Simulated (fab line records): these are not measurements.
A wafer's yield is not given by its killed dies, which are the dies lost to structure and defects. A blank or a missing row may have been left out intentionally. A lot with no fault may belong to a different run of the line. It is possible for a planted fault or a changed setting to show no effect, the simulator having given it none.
Chamber matching ; flow sky130 ; 4 sister chambers for SKY_VIA3_CMP_24 on cmp-01
The step polishes, stops on SiO2, t overpolish 20 s, target thk 0 nm. 4 wafers are shown with their chamber, then 12 later ones without.

== WAFERS, EACH WITH ITS CHAMBER ==
wafer;chamber;motor current A (A)
L090.2;3;11.6
L092.1;0;11.7
L092.4;2;9.6
L092.6;1;10.3

== WAFERS WITHOUT THEIR CHAMBER ==
wafer;motor current A (A)
L093.3;10.6
L093.5;10.6
L093.6;10.5
L094.3;11.3
L094.4;11.3
L094.6;11.5
L095.1;10.2
L095.2;11.4
L095.6;9.7
L096.1;11.6
L096.4;10.3
L096.6;11.8

== CHAMBER TAKEN BY EACH ==
wafer;from the rows above;in truth
L093.3;1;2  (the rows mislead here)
L093.5;1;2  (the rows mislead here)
L093.6;1;1
L094.3;can't be placed: 3 or 0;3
L094.4;can't be placed: 3 or 0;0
L094.6;can't be placed: 3 or 0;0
L095.1;1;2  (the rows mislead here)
L095.2;can't be placed: 3 or 0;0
L095.6;2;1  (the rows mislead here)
L096.1;can't be placed: 3 or 0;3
L096.4;1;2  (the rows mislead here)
L096.6;can't be placed: 0 or 3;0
Placed correctly: 1 of 12. Unplaceable from these rows: 6, with the true chamber sitting among the candidates in 6. Placed wrongly: 5.
How it was worked out, from the rows above alone: a wafer's distance from a chamber is the root of the sum, over the readings, of the square of ((its reading less the chamber's mean) divided by the reading's scatter). The wafer belongs to the nearest chamber; if the next one is less than 2 further off, it can't be placed. The mean given for a chamber averages the wafers shown for that chamber. The scatter (one wafer shown for each chamber): square how far every hidden wafer sits from the nearest shown wafer, average those squares and take the square root.
